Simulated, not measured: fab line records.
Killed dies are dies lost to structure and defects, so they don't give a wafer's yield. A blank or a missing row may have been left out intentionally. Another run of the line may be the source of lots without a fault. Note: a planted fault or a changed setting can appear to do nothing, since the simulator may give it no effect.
Struck lot and sound lot, side by side | flow gf180mcu | 24 out of 602 route steps
Sound: the wafers L474.2, L474.3, L474.4. The struck wafers were L480.2, L480.4, L480.5. Last of all comes the cause.
Order at every step that has rows: each side's tool, ch and its chambers, its first start. Under that, the readings that differ: sound wafers | struck wafers | difference of the means | sigmas: that difference in standard deviations of wafers without a fault.
alike: readings whose means differ by less than 2 such deviations, and words and numbers that are the same on both sides. not compared: withheld readings, readings that some wafer has no value for, bounds like >300 that may hide the same value, and numbers for which the record gives no deviation and whose values overlap.
Wherever a step has rows on one side only, a row that says differs or no value, or a row with sigmas, the two part there. When numbers do not overlap yet have no deviation, they are printed without sigmas and do not part them. Lack of a reading on every wafer of one side parts them only where that side has two or more wafers.

first, 7 steps without rows for these wafers: GF_STI_DEHYDRATE_05 (time 60 s); GF_STI_HMDS_06 (prime time 60 s); GF_STI_COAT_07 (resist thk 700 nm); GF_STI_SOFTBAKE_08 (time 60 s); GF_STI_EXPOSE_09 (exposes mask COMP, target cd 220 nm); GF_STI_PEB_10 (peb time 90 s); GF_STI_DEVELOP_11 (develop time 60 s).
GF_STI_CD_MEAS_12: target cd 220 nm.
  struck on cd_sem-02, day 6 14:31; sound on cd_sem-01, day 5 06:19
  alike: cd_nm
GF_STI_ETCH_13: etches the open film in CHF3/O2, stops on Si, target depth 282.31 nm, time 112.9 s.
  sound on rie_diel-02 ch 1,2, day 5 06:25; struck on rie_diel-01 ch 0,1, day 6 14:37
  alike: bias_w, drypump_motor_current_A, oes_product_au, run_length_s, throttle_valve_pct
  not compared: rf_hours_counter_h
GF_STI_ETCH_14: etches Si in HBr/Cl2/O2, target depth 360 nm, time 102.9 s.
  sound on rie_si-01 ch 0,1,3, day 5 06:29; struck on rie_si-02 ch 0,2, day 6 14:42
  alike: bias_w, drypump_motor_current_A, oes_product_au, run_length_s, throttle_valve_pct
  not compared: rf_hours_counter_h
GF_STI_STRIP_15: strips in O2/N2.
  sound on plasma_asher-04 ch 0,1, day 5 06:34; struck on plasma_asher-01 ch 0,1, day 6 14:46
  alike: drypump_motor_current_A, heater_power_w, n2_flow_sccm, oes_product_au, strip_time_to_endpoint_s
  not compared: rf_hours_counter_h
then, 1 step without rows for these wafers: GF_STI_CLEAN_16 (cleans in dHF, time 25 s).
GF_STI_WET_ETCH_17: etches Si3N4 in H3PO4, target depth 45 nm, time 514 s.
  sound on wet_bench-01 ch 1, day 5 06:41; struck on wet_bench-03 ch 1, day 6 14:54
  reading                               | sound             | struck            | difference | sigmas
  run_length_s (s)                      | 541 541 541       | 291 291 291       | -250       | -69
  model.Si3N4_of_STI_CVD_03.thk_nm (nm) | 158.1 158.2 158.1 | 183.8 185.9 184.3 | +26.5      |
  alike: temp_c
then, 4 steps without rows for these wafers: GF_STI_CLEAN_18 (cleans in SC1/SC2, time 150 s); GF_STI_CLEAN_19 (cleans in dHF, time 20 s); GF_STI_WET_ETCH_20 (etches SiO2 in dHF, target depth 20 nm, time 400 s); GF_STI_OXIDATION_21 (stabilise 600 s, purge 300 s, target thk 15 nm).
GF_STI_THK_MEAS_22:
  struck on film_metro-04, day 6 16:55; sound on film_metro-04, day 5 08:10
  alike: STI_OXIDATION_01_THK
then, 1 step without rows for these wafers: GF_STI_CVD_23 (deposits SiO2, target thk 650 nm, time 108.3 s).
GF_STI_THK_MEAS_24:
  struck on film_metro-02, day 6 17:03; sound on film_metro-02, day 5 08:17
  alike: STI_CVD_23_THK
GF_STI_CMP_25: polishes, stops on Si3N4, t overpolish 33 s, target thk 524.6 nm.
  sound on cmp-01 ch 1,2,3, day 5 08:20; struck on cmp-02 ch 0,2, day 6 17:09
  alike: motor_current_A
GF_STI_WET_ETCH_26: etches SiO2 in dHF, target depth 94 nm, time 188 s.
  sound on wet_bench-01 ch 0, day 5 08:38; struck on wet_bench-01 ch 1, day 6 17:24
  reading                               | sound             | struck          | difference | sigmas
  run_length_s (s)                      | 212 212 212       | 222 222 222     | +10        | +2
  model.Si3N4_of_STI_CVD_03.thk_nm (nm) | 147.2 147.4 147.2 | 173 175.1 173.5 | +27        |
  alike: temp_c
then, 1 step without rows for these wafers: GF_STI_WET_ETCH_27 (etches Si3N4 in H3PO4, target depth 160 nm, time 1825 s).
-- the record jumps here: 28 days lie between the struck wafers' starts before and after (it left off in module STI and takes up again in module PASSIVATION, whose first step shown is number 602 of the route) --
GF_PASSIVATION_PROBE_99:
  struck on prober-01, day 34 15:40; sound on prober-02, day 33 03:49
  reading                                 | sound                | struck               | difference | sigmas
  model.etest.pwell_in_dnwell.line_ohm_um | 3964 3963 3955       | 4420 4474 4414       | +475       |
  model.etest.pwell_in_dnwell.rs_ohm_sq   | 2355 2356 2348       | 2613 2624 2614       | +264       |
  model.etest.p_drift.rs_ohm_sq           | 2265 2243 2252       | 2485 2478 2516       | +240       |
  model.etest.n_drift.rs_ohm_sq           | 1098 1102 1113       | 1307 1327 1318       | +213       |
  model.etest.nwell.line_ohm_um           | 1116 1121 1114       | 1203 1224 1229       | +102       |
  model.etest.nwell.rs_ohm_sq             | 955.8 956.8 959.5    | 1063 1071 1066       | +109       |
  model.etest.field_n.vt_v (V)            | 34.18 33.97 34.21    | 40.65 41.13 41.22    | +6.88      |
  model.etest.field_p.vt_v (V)            | -30.85 -30.71 -30.88 | -37.19 -37.59 -37.72 | -6.69      |

== WHERE THEY PART ==
Earliest at GF_STI_WET_ETCH_17; latest, in this record, at GF_STI_WET_ETCH_26.

WHY: what had been put in by the simulator
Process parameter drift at GF_STI_WET_ETCH_17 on wet_bench-03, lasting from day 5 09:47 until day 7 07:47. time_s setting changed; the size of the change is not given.
